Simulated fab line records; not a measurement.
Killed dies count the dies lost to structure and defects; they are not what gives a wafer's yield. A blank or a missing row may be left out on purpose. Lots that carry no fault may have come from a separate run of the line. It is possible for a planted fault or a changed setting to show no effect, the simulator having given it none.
fab line records || flow sfq-line
record: {"lots": 14, "wafers": 42, "last-day": 84}
route steps=325 shown L0V@16
lots untouched by any fault: they come from a run of this same line in which no faults occurred
start-h: hours from the record's first day to the start of the lot's first wafer shown || wait-h: hours from the lot's prior step to this one || " unchanged from the row above || L1.1+2: several wafers, shown together as one row || - no value, or no start was given || * or withheld: withheld || < > ~ a bound
route shown NAME@n: a module of which the file shows steps, and the number in the route of the first || usual: average and standard deviation across the fault-free wafers || same: alike in all rows || chamber/n: place in a boat || sites: per-site readings || _std_site: their standard deviation || _edge_site: inner sites' mean taken away from outer sites' mean || radius-mm: how far each site lies from the wafer's centre || mask NAME#n: copy n || behind: the last tool/chamber to shape the wafer || hold: why the lot was held/for how many hours/how that ended || device: which transistor (n, p or np) failed to switch || end of line: tests run on the same wafers once the route is complete || for a step that has no rows: nothing shown but its recipe || killed: dies lost to structure and defects at the first sort, not the wafer's yield || map: the dies of a wafer, with x for killed, . for not killed, _ for no die there
set.NAME: setting as actually run; set.NAME@STEP: the setting as run at that earlier step || model.NAME: the simulator's own value behind a step, which no gauge read
one table for each step of the route and one row for each wafer, over a sample of lots
services: from which hour (start-h, from the record's first day; less than 0 if before it) a tool's chamber was out of use, for how many hours, and why
== steps ==
step: SFQ_TRILAYER_L0_CAP_PECVD_011
recipe: {"material": "SiO2", "temp-c": 150, "time-s": 13.333, "pressure-torr": 2.4, "rf-w": 183.3, "precursor": "SiH4/N2O", "target-thk-nm": 60}
usual: {"heater-power-w": "88/20", "rf-fwd-power-W": "180.7/0.79", "showerhead-vpp-V": "824/33", "throttle-valve-pct": "25.7/1.5"}
{"lot.wafer": "L380.2", "tool": "pecvd-01", "chamber": 1, "start-h": 62.04, "wait-h": 0.0, "heater-power-w": 79, "rf-fwd-power-W": 178.7, "showerhead-vpp-V": 793, "throttle-valve-pct": 24.0}
{"lot.wafer": "L380.5", "tool": "pecvd-01", "chamber": 2, "start-h": 62.04, "wait-h": 0.0, "heater-power-w": 98, "rf-fwd-power-W": 180.8, "showerhead-vpp-V": 806, "throttle-valve-pct": 24.0}
{"lot.wafer": "L380.6", "tool": "pecvd-01", "chamber": 1, "start-h": 62.04, "wait-h": 0.0, "heater-power-w": 80, "rf-fwd-power-W": 179.8, "showerhead-vpp-V": 777, "throttle-valve-pct": 24.1}
{"lot.wafer": "L381.1", "tool": "pecvd-03", "chamber": 1, "start-h": 68.04, "wait-h": 0.0, "heater-power-w": 80, "rf-fwd-power-W": 180.1, "showerhead-vpp-V": 861, "throttle-valve-pct": 25.1}
{"lot.wafer": "L381.2", "tool": "pecvd-03", "chamber": 0, "start-h": 68.04, "wait-h": 0.0, "heater-power-w": 138, "rf-fwd-power-W": 181.7, "showerhead-vpp-V": 850, "throttle-valve-pct": 25.2}
{"lot.wafer": "L381.4", "tool": "pecvd-03", "chamber": 0, "start-h": 68.04, "wait-h": 0.0, "heater-power-w": 140, "rf-fwd-power-W": 182.2, "showerhead-vpp-V": 833, "throttle-valve-pct": 24.9}
{"lot.wafer": "L383.2", "tool": "pecvd-03", "chamber": 2, "start-h": 80.79, "wait-h": 0.0, "heater-power-w": 83, "rf-fwd-power-W": 180.5, "showerhead-vpp-V": 805, "throttle-valve-pct": 27.3}
{"lot.wafer": "L383.3", "tool": "pecvd-03", "chamber": 1, "start-h": 80.79, "wait-h": 0.0, "heater-power-w": 73, "rf-fwd-power-W": 180.6, "showerhead-vpp-V": 848, "throttle-valve-pct": 25.2}
{"lot.wafer": "L383.4", "tool": "pecvd-03", "chamber": 2, "start-h": 80.79, "wait-h": 0.0, "heater-power-w": 81, "rf-fwd-power-W": 180.2, "showerhead-vpp-V": 794, "throttle-valve-pct": 27.0}
{"lot.wafer": "L384.4", "tool": "pecvd-01", "chamber": 2, "start-h": 83.91, "wait-h": 0.0, "heater-power-w": 85, "rf-fwd-power-W": 181.5, "showerhead-vpp-V": 802, "throttle-valve-pct": 24.2}
{"lot.wafer": "L384.5", "tool": "pecvd-01", "chamber": 2, "start-h": 83.91, "wait-h": 0.0, "heater-power-w": 86, "rf-fwd-power-W": 181.2, "showerhead-vpp-V": 801, "throttle-valve-pct": 24.1}
{"lot.wafer": "L384.6", "tool": "pecvd-01", "chamber": 0, "start-h": 83.91, "wait-h": 0.0, "heater-power-w": 62, "rf-fwd-power-W": 181.4, "showerhead-vpp-V": 792, "throttle-valve-pct": 25.4}
{"lot.wafer": "L385.2", "tool": "pecvd-04", "chamber": 0, "start-h": 84.67, "wait-h": 0.0, "heater-power-w": 78, "rf-fwd-power-W": 182.0, "showerhead-vpp-V": 896, "throttle-valve-pct": 26.4}
{"lot.wafer": "L385.4", "tool": "pecvd-04", "chamber": 2, "start-h": 84.67, "wait-h": 0.0, "heater-power-w": 81, "rf-fwd-power-W": 181.8, "showerhead-vpp-V": 798, "throttle-valve-pct": 24.9}
{"lot.wafer": "L385.5", "tool": "pecvd-04", "chamber": 1, "start-h": 84.67, "wait-h": 0.0, "heater-power-w": 106, "rf-fwd-power-W": 180.5, "showerhead-vpp-V": 837, "throttle-valve-pct": 29.1}
{"lot.wafer": "L387.1", "tool": "pecvd-03", "chamber": 0, "start-h": 97.39, "wait-h": 0.0, "heater-power-w": 133, "rf-fwd-power-W": 181.4, "showerhead-vpp-V": 840, "throttle-valve-pct": 25.0}
{"lot.wafer": "L387.2", "tool": "pecvd-03", "chamber": 2, "start-h": 97.39, "wait-h": 0.0, "heater-power-w": 82, "rf-fwd-power-W": 180.0, "showerhead-vpp-V": 795, "throttle-valve-pct": 27.6}
{"lot.wafer": "L387.5", "tool": "pecvd-03", "chamber": 2, "start-h": 97.39, "wait-h": 0.0, "heater-power-w": 84, "rf-fwd-power-W": 180.4, "showerhead-vpp-V": 810, "throttle-valve-pct": 27.9}
{"lot.wafer": "L388.2", "tool": "pecvd-04", "chamber": 0, "start-h": 102.19, "wait-h": 0.0, "heater-power-w": 74, "rf-fwd-power-W": 181.3, "showerhead-vpp-V": 920, "throttle-valve-pct": 26.4}
{"lot.wafer": "L388.3", "tool": "pecvd-04", "chamber": 1, "start-h": 102.19, "wait-h": 0.0, "heater-power-w": 107, "rf-fwd-power-W": 180.3, "showerhead-vpp-V": 848, "throttle-valve-pct": 29.2}
{"lot.wafer": "L388.6", "tool": "pecvd-04", "chamber": 2, "start-h": 102.19, "wait-h": 0.0, "heater-power-w": 76, "rf-fwd-power-W": 182.0, "showerhead-vpp-V": 796, "throttle-valve-pct": 24.9}
{"lot.wafer": "L390.2", "tool": "pecvd-01", "chamber": 2, "start-h": 111.79, "wait-h": 0.0, "heater-power-w": 73, "rf-fwd-power-W": 254.5, "showerhead-vpp-V": 950, "throttle-valve-pct": 24.2}
{"lot.wafer": "L390.5", "tool": "pecvd-01", "chamber": 2, "start-h": 111.79, "wait-h": 0.0, "heater-power-w": 75, "rf-fwd-power-W": 253.3, "showerhead-vpp-V": 937, "throttle-valve-pct": 24.2}
{"lot.wafer": "L390.6", "tool": "pecvd-01", "chamber": 0, "start-h": 111.79, "wait-h": 0.0, "heater-power-w": 41, "rf-fwd-power-W": 254.5, "showerhead-vpp-V": 965, "throttle-valve-pct": 25.6}
{"lot.wafer": "L391.4", "tool": "pecvd-04", "chamber": 2, "start-h": 117.80, "wait-h": 0.0, "heater-power-w": 79, "rf-fwd-power-W": 181.7, "showerhead-vpp-V": 792, "throttle-valve-pct": 25.2}
{"lot.wafer": "L391.5", "tool": "pecvd-04", "chamber": 1, "start-h": 117.80, "wait-h": 0.0, "heater-power-w": 110, "rf-fwd-power-W": 179.9, "showerhead-vpp-V": 836, "throttle-valve-pct": 29.1}
{"lot.wafer": "L391.6", "tool": "pecvd-04", "chamber": 0, "start-h": 117.80, "wait-h": 0.0, "heater-power-w": 74, "rf-fwd-power-W": 181.1, "showerhead-vpp-V": 898, "throttle-valve-pct": 26.2}
{"lot.wafer": "L392.2", "tool": "pecvd-01", "chamber": 1, "start-h": 122.60, "wait-h": 0.0, "heater-power-w": 56, "rf-fwd-power-W": 252.6, "showerhead-vpp-V": 942, "throttle-valve-pct": 24.2}
{"lot.wafer": "L392.3", "tool": "pecvd-01", "chamber": 0, "start-h": 122.60, "wait-h": 0.0, "heater-power-w": 46, "rf-fwd-power-W": 253.7, "showerhead-vpp-V": 937, "throttle-valve-pct": 25.5}
{"lot.wafer": "L392.4", "tool": "pecvd-01", "chamber": 2, "start-h": 122.60, "wait-h": 0.0, "heater-power-w": 73, "rf-fwd-power-W": 255.1, "showerhead-vpp-V": 956, "throttle-valve-pct": 23.9}
{"lot.wafer": "L400.1", "tool": "pecvd-04", "chamber": 2, "start-h": 168.30, "wait-h": 0.0, "heater-power-w": 74, "rf-fwd-power-W": 181.6, "showerhead-vpp-V": 792, "throttle-valve-pct": 24.6}
{"lot.wafer": "L400.5", "tool": "pecvd-04", "chamber": 0, "start-h": 168.30, "wait-h": 0.0, "heater-power-w": 70, "rf-fwd-power-W": 181.0, "showerhead-vpp-V": 902, "throttle-valve-pct": 26.3}
{"lot.wafer": "L400.6", "tool": "pecvd-04", "chamber": 1, "start-h": 168.30, "wait-h": 0.0, "heater-power-w": 107, "rf-fwd-power-W": 180.5, "showerhead-vpp-V": 846, "throttle-valve-pct": 29.1}
{"lot.wafer": "L401.2", "tool": "pecvd-03", "chamber": 0, "start-h": 174.67, "wait-h": 0.0, "heater-power-w": 138, "rf-fwd-power-W": 181.6, "showerhead-vpp-V": 844, "throttle-valve-pct": 25.6}
{"lot.wafer": "L401.4", "tool": "pecvd-03", "chamber": 0, "start-h": 174.67, "wait-h": 0.0, "heater-power-w": 137, "rf-fwd-power-W": 180.6, "showerhead-vpp-V": 840, "throttle-valve-pct": 25.5}
{"lot.wafer": "L401.5", "tool": "pecvd-03", "chamber": 2, "start-h": 174.67, "wait-h": 0.0, "heater-power-w": 71, "rf-fwd-power-W": 180.9, "showerhead-vpp-V": 796, "throttle-valve-pct": 27.7}
{"lot.wafer": "L402.2", "tool": "pecvd-04", "chamber": 1, "start-h": 179.33, "wait-h": 0.0, "heater-power-w": 113, "rf-fwd-power-W": 179.3, "showerhead-vpp-V": 843, "throttle-valve-pct": 29.1}
{"lot.wafer": "L402.3", "tool": "pecvd-04", "chamber": 2, "start-h": 179.33, "wait-h": 0.0, "heater-power-w": 74, "rf-fwd-power-W": 182.3, "showerhead-vpp-V": 785, "throttle-valve-pct": 24.8}
{"lot.wafer": "L402.5", "tool": "pecvd-04", "chamber": 2, "start-h": 179.33, "wait-h": 0.0, "heater-power-w": 71, "rf-fwd-power-W": 181.9, "showerhead-vpp-V": 811, "throttle-valve-pct": 24.9}
{"lot.wafer": "L403.1", "tool": "pecvd-01", "chamber": 0, "start-h": 184.68, "wait-h": 0.0, "heater-power-w": 67, "rf-fwd-power-W": 181.3, "showerhead-vpp-V": 808, "throttle-valve-pct": 25.6}
{"lot.wafer": "L403.4", "tool": "pecvd-01", "chamber": 2, "start-h": 184.68, "wait-h": 0.0, "heater-power-w": 90, "rf-fwd-power-W": 181.3, "showerhead-vpp-V": 818, "throttle-valve-pct": 24.3}
{"lot.wafer": "L403.5", "tool": "pecvd-01", "chamber": 0, "start-h": 184.68, "wait-h": 0.0, "heater-power-w": 68, "rf-fwd-power-W": 182.4, "showerhead-vpp-V": 805, "throttle-valve-pct": 25.8}
step: SFQ_TRILAYER_L0_VIA_ETCH_VIA_ETCH_016
recipe: {"target": "SiO2", "stop-on": "MoNx_KI", "mask-material": "PR", "chemistry": "CHF3", "target-depth-nm": 80, "source-w": 500, "bias-w": 80, "pressure-mtorr": 30, "time-s": "withheld"}
usual: {"drypump-motor-current-A": "5.57/0.24", "oes-product-au": "0.843/0.0077"}
{"lot.wafer": "L380.2", "tool": "rie-diel-04", "chamber": 2, "start-h": 106.49, "wait-h": 0.0, "drypump-motor-current-A": 5.77, "oes-product-au": 0.850}
{"lot.wafer": "L380.5", "tool": "rie-diel-04", "chamber": 2, "start-h": 106.49, "wait-h": 0.0, "drypump-motor-current-A": 5.77, "oes-product-au": 0.862}
{"lot.wafer": "L380.6", "tool": "rie-diel-04", "chamber": 3, "start-h": 106.49, "wait-h": 0.0, "drypump-motor-current-A": 5.84, "oes-product-au": 0.846}
{"lot.wafer": "L381.1", "tool": "rie-diel-04", "chamber": 3, "start-h": 112.49, "wait-h": 0.0, "drypump-motor-current-A": 5.81, "oes-product-au": 0.836}
{"lot.wafer": "L381.2", "tool": "rie-diel-04", "chamber": 0, "start-h": 112.49, "wait-h": 0.0, "drypump-motor-current-A": 5.69, "oes-product-au": 0.837}
{"lot.wafer": "L381.4", "tool": "rie-diel-04", "chamber": 0, "start-h": 112.49, "wait-h": 0.0, "drypump-motor-current-A": 5.67, "oes-product-au": 0.841}
{"lot.wafer": "L383.2", "tool": "rie-diel-03", "chamber": 2, "start-h": 123.32, "wait-h": 0.0, "drypump-motor-current-A": 5.77, "oes-product-au": 0.840}
{"lot.wafer": "L383.3", "tool": "rie-diel-03", "chamber": 1, "start-h": 123.32, "wait-h": 0.0, "drypump-motor-current-A": 5.64, "oes-product-au": 0.840}
{"lot.wafer": "L383.4", "tool": "rie-diel-03", "chamber": 0, "start-h": 123.32, "wait-h": 0.0, "drypump-motor-current-A": 5.43, "oes-product-au": 0.832}
{"lot.wafer": "L384.4", "tool": "rie-diel-04", "chamber": 0, "start-h": 128.09, "wait-h": 0.0, "drypump-motor-current-A": 5.70, "oes-product-au": 0.835}
{"lot.wafer": "L384.5", "tool": "rie-diel-04", "chamber": 0, "start-h": 128.09, "wait-h": 0.0, "drypump-motor-current-A": 5.71, "oes-product-au": 0.842}
{"lot.wafer": "L384.6", "tool": "rie-diel-04", "chamber": 3, "start-h": 128.09, "wait-h": 0.0, "drypump-motor-current-A": 5.79, "oes-product-au": 0.837}
{"lot.wafer": "L385.2", "tool": "rie-diel-03", "chamber": 1, "start-h": 130.59, "wait-h": 0.0, "drypump-motor-current-A": 5.62, "oes-product-au": 0.838}
{"lot.wafer": "L385.4", "tool": "rie-diel-03", "chamber": 1, "start-h": 130.59, "wait-h": 0.0, "drypump-motor-current-A": 5.60, "oes-product-au": 0.850}
{"lot.wafer": "L385.5", "tool": "rie-diel-03", "chamber": 2, "start-h": 130.59, "wait-h": 0.0, "drypump-motor-current-A": 5.77, "oes-product-au": 0.841}
{"lot.wafer": "L387.1", "tool": "rie-diel-04", "chamber": 0, "start-h": 143.79, "wait-h": 0.0, "drypump-motor-current-A": 5.71, "oes-product-au": 0.845}
{"lot.wafer": "L387.2", "tool": "rie-diel-04", "chamber": 2, "start-h": 143.79, "wait-h": 0.0, "drypump-motor-current-A": 5.75, "oes-product-au": 0.838}
{"lot.wafer": "L387.5", "tool": "rie-diel-04", "chamber": 2, "start-h": 143.79, "wait-h": 0.0, "drypump-motor-current-A": 5.74, "oes-product-au": 0.852}
{"lot.wafer": "L388.2", "tool": "rie-diel-02", "chamber": 0, "start-h": 148.59, "wait-h": 0.0, "drypump-motor-current-A": 5.45, "oes-product-au": 0.832}
{"lot.wafer": "L388.3", "tool": "rie-diel-02", "chamber": 1, "start-h": 148.59, "wait-h": 0.0, "drypump-motor-current-A": 5.68, "oes-product-au": 0.835}
{"lot.wafer": "L388.6", "tool": "rie-diel-02", "chamber": 0, "start-h": 148.59, "wait-h": 0.0, "drypump-motor-current-A": 5.48, "oes-product-au": 0.843}
{"lot.wafer": "L390.2", "tool": "rie-diel-03", "chamber": 0, "start-h": 156.99, "wait-h": 0.0, "drypump-motor-current-A": 5.43, "oes-product-au": 0.890}
{"lot.wafer": "L390.5", "tool": "rie-diel-03", "chamber": 3, "start-h": 156.99, "wait-h": 0.0, "drypump-motor-current-A": 5.81, "oes-product-au": 0.905}
{"lot.wafer": "L390.6", "tool": "rie-diel-03", "chamber": 2, "start-h": 156.99, "wait-h": 0.0, "drypump-motor-current-A": 5.75, "oes-product-au": 0.894}
{"lot.wafer": "L391.4", "tool": "rie-diel-02", "chamber": 0, "start-h": 164.19, "wait-h": 0.0, "drypump-motor-current-A": 5.50, "oes-product-au": 0.849}
{"lot.wafer": "L391.5", "tool": "rie-diel-02", "chamber": 1, "start-h": 164.19, "wait-h": 0.0, "drypump-motor-current-A": 5.71, "oes-product-au": 0.843}
{"lot.wafer": "L391.6", "tool": "rie-diel-02", "chamber": 0, "start-h": 164.19, "wait-h": 0.0, "drypump-motor-current-A": 5.48, "oes-product-au": 0.838}
{"lot.wafer": "L392.2", "tool": "rie-diel-02", "chamber": 2, "start-h": 171.19, "wait-h": 0.0, "drypump-motor-current-A": 4.93, "oes-product-au": 0.886}
{"lot.wafer": "L392.3", "tool": "rie-diel-02", "chamber": 3, "start-h": 171.19, "wait-h": 0.0, "drypump-motor-current-A": 5.32, "oes-product-au": 0.897}
{"lot.wafer": "L392.4", "tool": "rie-diel-02", "chamber": 0, "start-h": 171.19, "wait-h": 0.0, "drypump-motor-current-A": 5.47, "oes-product-au": 0.899}
{"lot.wafer": "L400.1", "tool": "rie-diel-04", "chamber": 1, "start-h": 222.81, "wait-h": 0.0, "drypump-motor-current-A": 5.33, "oes-product-au": 0.848}
{"lot.wafer": "L400.5", "tool": "rie-diel-04", "chamber": 3, "start-h": 222.81, "wait-h": 0.0, "drypump-motor-current-A": 5.81, "oes-product-au": 0.849}
{"lot.wafer": "L400.6", "tool": "rie-diel-04", "chamber": 2, "start-h": 222.81, "wait-h": 0.0, "drypump-motor-current-A": 5.79, "oes-product-au": 0.840}
{"lot.wafer": "L401.2", "tool": "rie-diel-03", "chamber": 3, "start-h": 230.01, "wait-h": 0.0, "drypump-motor-current-A": 5.81, "oes-product-au": 0.834}
{"lot.wafer": "L401.4", "tool": "rie-diel-03", "chamber": 2, "start-h": 230.01, "wait-h": 0.0, "drypump-motor-current-A": 5.75, "oes-product-au": 0.843}
{"lot.wafer": "L401.5", "tool": "rie-diel-03", "chamber": 0, "start-h": 230.01, "wait-h": 0.0, "drypump-motor-current-A": 5.44, "oes-product-au": 0.855}
{"lot.wafer": "L402.2", "tool": "rie-diel-04", "chamber": 2, "start-h": 236.01, "wait-h": 0.0, "drypump-motor-current-A": 5.78, "oes-product-au": 0.840}
{"lot.wafer": "L402.3", "tool": "rie-diel-04", "chamber": 0, "start-h": 236.01, "wait-h": 0.0, "drypump-motor-current-A": 5.72, "oes-product-au": 0.839}
{"lot.wafer": "L402.5", "tool": "rie-diel-04", "chamber": 2, "start-h": 236.01, "wait-h": 0.0, "drypump-motor-current-A": 5.79, "oes-product-au": 0.843}
{"lot.wafer": "L403.1", "tool": "rie-diel-04", "chamber": 3, "start-h": 240.81, "wait-h": 0.0, "drypump-motor-current-A": 5.79, "oes-product-au": 0.842}
{"lot.wafer": "L403.4", "tool": "rie-diel-04", "chamber": 1, "start-h": 240.81, "wait-h": 0.0, "drypump-motor-current-A": 5.34, "oes-product-au": 0.843}
{"lot.wafer": "L403.5", "tool": "rie-diel-04", "chamber": 0, "start-h": 240.81, "wait-h": 0.0, "drypump-motor-current-A": 5.71, "oes-product-au": 0.840}
== services ==
{"tool": "pecvd-03", "chamber": 1, "start-h": 50.63, "hours": 5.7, "kind": "repair"}
{"tool": "pecvd-01", "chamber": "-", "start-h": 51.28, "hours": 0.4, "kind": "repair"}
{"tool": "pecvd-01", "chamber": 1, "start-h": 77.50, "hours": 10.6, "kind": "repair"}
{"tool": "pecvd-03", "chamber": "-", "start-h": 100.62, "hours": 1.2, "kind": "repair"}
{"tool": "rie-diel-04", "chamber": 2, "start-h": 107.62, "hours": 7.5, "kind": "repair"}
{"tool": "rie-diel-03", "chamber": 3, "start-h": 126.46, "hours": 8.3, "kind": "repair"}
{"tool": "rie-diel-02", "chamber": 1, "start-h": 127.07, "hours": 1.2, "kind": "repair"}
{"tool": "rie-diel-03", "chamber": 0, "start-h": 133.02, "hours": 3.4, "kind": "repair"}
{"tool": "pecvd-01", "chamber": "-", "start-h": 162.32, "hours": 1.0, "kind": "repair"}
{"tool": "pecvd-04", "chamber": "-", "start-h": 165.04, "hours": 0.7, "kind": "repair"}
{"tool": "rie-diel-03", "chamber": 1, "start-h": 187.38, "hours": 18.0, "kind": "repair"}
{"tool": "pecvd-03", "chamber": 2, "start-h": 187.87, "hours": 4.9, "kind": "repair"}
{"tool": "pecvd-01", "chamber": "-", "start-h": 194.25, "hours": 14.0, "kind": "pm"}
{"tool": "pecvd-01", "chamber": 0, "start-h": 194.25, "hours": 14.0, "kind": "vent-cycle"}
{"tool": "pecvd-01", "chamber": 1, "start-h": 194.25, "hours": 14.0, "kind": "vent-cycle"}
{"tool": "pecvd-01", "chamber": 2, "start-h": 194.25, "hours": 14.0, "kind": "vent-cycle"}
{"tool": "rie-diel-03", "chamber": 0, "start-h": 204.67, "hours": 5.7, "kind": "repair"}
{"tool": "pecvd-01", "chamber": 0, "start-h": 208.25, "hours": "-", "kind": "clean"}
{"tool": "pecvd-01", "chamber": 1, "start-h": 208.25, "hours": "-", "kind": "clean"}
{"tool": "pecvd-01", "chamber": 2, "start-h": 208.25, "hours": "-", "kind": "clean"}
{"tool": "pecvd-04", "chamber": 2, "start-h": 221.65, "hours": 8.0, "kind": "repair"}
{"tool": "pecvd-03", "chamber": 1, "start-h": 227.89, "hours": 21.3, "kind": "repair"}
{"tool": "rie-diel-02", "chamber": 2, "start-h": 230.43, "hours": "-", "kind": "clean"}
{"tool": "rie-diel-03", "chamber": "-", "start-h": 233.29, "hours": 5.4, "kind": "repair"}
== key ==
first-sign: {"step": "SFQ_TRILAYER_L0_CAP_PECVD_011", "reading": "rf-fwd-power-W", "direction": "up", "sigmas": 93, "usual": 180.7, "struck": 254.0}
effect: {"step": "SFQ_TRILAYER_L0_CAP_PECVD_011", "reading": "showerhead-vpp-V", "direction": "up", "sigmas": 3.7, "usual": 824, "struck": 948}
effect: {"step": "SFQ_TRILAYER_L0_VIA_ETCH_VIA_ETCH_016", "reading": "oes-product-au", "direction": "up", "sigmas": 6.8, "usual": 0.843, "struck": 0.895}
met-at SFQ_TRILAYER_L0_CAP_PECVD_011
struck-lots L390,L392
onset-between 83.91 111.79
fault: {"kind": "process-parameter-drift", "tool": "pecvd-01", "chamber": "-", "onset-h": 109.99, "steps": "SFQ_TRILAYER_L0_CAP_PECVD_011", "channel": "rf-w", "offset": 73.32, "shape": "step", "end-h": 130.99, "acts-in": "these-recipes-only", "stated": 183.3}
